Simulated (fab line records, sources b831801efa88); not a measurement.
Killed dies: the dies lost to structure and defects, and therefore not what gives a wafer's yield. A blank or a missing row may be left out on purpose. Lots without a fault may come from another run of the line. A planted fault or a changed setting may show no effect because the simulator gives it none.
Split-lot experiment / flow sky130 / 23 wafers read across 5 lots, on a route 708 steps long

## SPLIT DETAILS
At SKY_RES_XHIGH_COAT_02 (resist thk 1140 nm), the setting resist_thk_nm was moved away from the recipe's 1140 nm on 10 of the 23 wafers read, by -3.5% to +4.6%. For the rest of the wafers, this setting stayed at what the recipe calls for.

Reading taken at the split's own step.

## THE READING
NOVOLAK_of_RES_XHIGH_COAT_02.thk_nm (the simulator's own value, which no gauge read), in nm, at SKY_RES_XHIGH_COAT_02 (resist thk 1140 nm). The file gives no usual value for it. Average 1142 nm, standard deviation 3.5 nm, over the 13 wafers here run with the recipe.

wafer=L076.1; tool, chamber at the split=litho_track-03, 0; resist_thk_nm as run, nm=1109; against the recipe=-2.7%; NOVOLAK_of_RES_XHIGH_COAT_02.thk_nm, nm=1104; against lot-mates on the recipe=-33
wafer=L076.2; tool, chamber at the split=litho_track-03, 0; resist_thk_nm as run, nm=1109; against the recipe=-2.7%; NOVOLAK_of_RES_XHIGH_COAT_02.thk_nm, nm=1105; against lot-mates on the recipe=-32
wafer=L076.3; tool, chamber at the split=litho_track-03, 0; resist_thk_nm as run, nm=1140; against the recipe=recipe; NOVOLAK_of_RES_XHIGH_COAT_02.thk_nm, nm=1139; against lot-mates on the recipe=-
wafer=L076.4; tool, chamber at the split=litho_track-03, 0; resist_thk_nm as run, nm=1140; against the recipe=recipe; NOVOLAK_of_RES_XHIGH_COAT_02.thk_nm, nm=1137; against lot-mates on the recipe=-
wafer=L076.5; tool, chamber at the split=litho_track-03, 0; resist_thk_nm as run, nm=1140; against the recipe=recipe; NOVOLAK_of_RES_XHIGH_COAT_02.thk_nm, nm=1135; against lot-mates on the recipe=-
wafer=L078.2; tool, chamber at the split=litho_track-04, 0; resist_thk_nm as run, nm=1140; against the recipe=recipe; NOVOLAK_of_RES_XHIGH_COAT_02.thk_nm, nm=1146; against lot-mates on the recipe=-
wafer=L078.5; tool, chamber at the split=litho_track-04, 0; resist_thk_nm as run, nm=1140; against the recipe=recipe; NOVOLAK_of_RES_XHIGH_COAT_02.thk_nm, nm=1143; against lot-mates on the recipe=-
wafer=L078.6; tool, chamber at the split=litho_track-04, 0; resist_thk_nm as run, nm=1140; against the recipe=recipe; NOVOLAK_of_RES_XHIGH_COAT_02.thk_nm, nm=1144; against lot-mates on the recipe=-
wafer=L079.2; tool, chamber at the split=litho_track-04, 0; resist_thk_nm as run, nm=1100; against the recipe=-3.5%; NOVOLAK_of_RES_XHIGH_COAT_02.thk_nm, nm=1104; against lot-mates on the recipe=-40
wafer=L079.3; tool, chamber at the split=litho_track-04, 0; resist_thk_nm as run, nm=1100; against the recipe=-3.5%; NOVOLAK_of_RES_XHIGH_COAT_02.thk_nm, nm=1104; against lot-mates on the recipe=-40
wafer=L079.4; tool, chamber at the split=litho_track-04, 0; resist_thk_nm as run, nm=1140; against the recipe=recipe; NOVOLAK_of_RES_XHIGH_COAT_02.thk_nm, nm=1145; against lot-mates on the recipe=-
wafer=L079.5; tool, chamber at the split=litho_track-04, 0; resist_thk_nm as run, nm=1140; against the recipe=recipe; NOVOLAK_of_RES_XHIGH_COAT_02.thk_nm, nm=1144; against lot-mates on the recipe=-
wafer=L079.6; tool, chamber at the split=litho_track-04, 0; resist_thk_nm as run, nm=1100; against the recipe=-3.5%; NOVOLAK_of_RES_XHIGH_COAT_02.thk_nm, nm=1102; against lot-mates on the recipe=-42
wafer=L080.1; tool, chamber at the split=litho_track-03, 0; resist_thk_nm as run, nm=1193; against the recipe=+4.6%; NOVOLAK_of_RES_XHIGH_COAT_02.thk_nm, nm=1190; against lot-mates on the recipe=+51
wafer=L080.2; tool, chamber at the split=litho_track-03, 0; resist_thk_nm as run, nm=1193; against the recipe=+4.6%; NOVOLAK_of_RES_XHIGH_COAT_02.thk_nm, nm=1192; against lot-mates on the recipe=+53
wafer=L080.3; tool, chamber at the split=litho_track-03, 0; resist_thk_nm as run, nm=1140; against the recipe=recipe; NOVOLAK_of_RES_XHIGH_COAT_02.thk_nm, nm=1138; against lot-mates on the recipe=-
wafer=L080.4; tool, chamber at the split=litho_track-03, 0; resist_thk_nm as run, nm=1140; against the recipe=recipe; NOVOLAK_of_RES_XHIGH_COAT_02.thk_nm, nm=1140; against lot-mates on the recipe=-
wafer=L080.5; tool, chamber at the split=litho_track-03, 0; resist_thk_nm as run, nm=1193; against the recipe=+4.6%; NOVOLAK_of_RES_XHIGH_COAT_02.thk_nm, nm=1193; against lot-mates on the recipe=+54
wafer=L085.1; tool, chamber at the split=litho_track-04, 0; resist_thk_nm as run, nm=1181; against the recipe=+3.6%; NOVOLAK_of_RES_XHIGH_COAT_02.thk_nm, nm=1187; against lot-mates on the recipe=+44
wafer=L085.2; tool, chamber at the split=litho_track-04, 0; resist_thk_nm as run, nm=1140; against the recipe=recipe; NOVOLAK_of_RES_XHIGH_COAT_02.thk_nm, nm=1140; against lot-mates on the recipe=-
wafer=L085.3; tool, chamber at the split=litho_track-04, 0; resist_thk_nm as run, nm=1140; against the recipe=recipe; NOVOLAK_of_RES_XHIGH_COAT_02.thk_nm, nm=1146; against lot-mates on the recipe=-
wafer=L085.5; tool, chamber at the split=litho_track-04, 0; resist_thk_nm as run, nm=1181; against the recipe=+3.6%; NOVOLAK_of_RES_XHIGH_COAT_02.thk_nm, nm=1188; against lot-mates on the recipe=+45
wafer=L085.6; tool, chamber at the split=litho_track-04, 0; resist_thk_nm as run, nm=1140; against the recipe=recipe; NOVOLAK_of_RES_XHIGH_COAT_02.thk_nm, nm=1144; against lot-mates on the recipe=-

FIT RESULTS
A straight line over all 23 wafers: NOVOLAK_of_RES_XHIGH_COAT_02.thk_nm changes by +11.5 nm for each +1% of resist_thk_nm; r = +0.99; the points scatter about the line by 3.9 nm.
The same after taking each lot's own level away (the mean of its wafers on the recipe; 23 wafers): +11.7 nm for each +1%; r = +1.00; scatter 1.7 nm.
Per that fit: largest resist_thk_nm move, reading shift of 54 nm.
Across the lots, their own levels run from 1137.0 to 1144.5 nm, a range of 2.1 times the standard deviation given above.
Hence the lot-to-lot level has little effect on the slope; both slopes agree.
Check: +54.9 nm against its lot-mates is what the line predicts for one of the wafers moved furthest among these (+4.6%) when that wafer is left out of the fit. It came out at +51 nm against them.

## OTHER SPLITS ON THESE WAFERS
These wafers also went through other splits before the reading. Each is held against what the fit with the lots' levels taken away leaves over:
other split on the same wafers=SKY_POLY_GATE_ETCH_16 bias_w; wafers away from the commonest value=9; r with NOVOLAK_of_RES_XHIGH_COAT_02.thk_nm (lot level and that fit taken away)=+0.09
other split on the same wafers=SKY_LDD_P_SOFTBAKE_03 temp_c; wafers away from the commonest value=10; r with NOVOLAK_of_RES_XHIGH_COAT_02.thk_nm (lot level and that fit taken away)=+0.12
other split on the same wafers=SKY_LDD_P_DEVELOP_06 dev_temp_c; wafers away from the commonest value=7; r with NOVOLAK_of_RES_XHIGH_COAT_02.thk_nm (lot level and that fit taken away)=-0.54
other split on the same wafers=SKY_LDD_HVN_IMPLANT_08 energy_kev; wafers away from the commonest value=5; r with NOVOLAK_of_RES_XHIGH_COAT_02.thk_nm (lot level and that fit taken away)=+0.23
other split on the same wafers=SKY_LDD_HVP_IMPLANT_08 dose_cm2; wafers away from the commonest value=4; r with NOVOLAK_of_RES_XHIGH_COAT_02.thk_nm (lot level and that fit taken away)=+0.06
other split on the same wafers=SKY_POLY_CUT_COAT_03 spin_rpm; wafers away from the commonest value=9; r with NOVOLAK_of_RES_XHIGH_COAT_02.thk_nm (lot level and that fit taken away)=+0.02
other split on the same wafers=SKY_POLY_CUT_ETCH_10 ion_energy_ev; wafers away from the commonest value=11; r with NOVOLAK_of_RES_XHIGH_COAT_02.thk_nm (lot level and that fit taken away)=+0.10
other split on the same wafers=SKY_SD_P_DEVELOP_06 develop_time_s; wafers away from the commonest value=10; r with NOVOLAK_of_RES_XHIGH_COAT_02.thk_nm (lot level and that fit taken away)=+0.09

## THE WHOLE CHAIN: every reading that the file lists as answering this split, in the file's order
step=SKY_RES_XHIGH_COAT_02; what it does=resist thk 1140 nm; reading=NOVOLAK_of_RES_XHIGH_COAT_02.thk_nm (the simulator's own value, which no gauge read); change (the file's fit)=+11.7 nm for each +1% of the setting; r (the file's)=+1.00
step=SKY_RES_XHIGH_STRIP_08; what it does=strips in O2/N2; reading=strip_time_to_endpoint_s; change (the file's fit)=withheld for each +1% of the setting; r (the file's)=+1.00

## FILE'S OWN FIT
NOVOLAK_of_RES_XHIGH_COAT_02.thk_nm changes by +11.7 nm for each +1% of resist_thk_nm, r = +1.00.
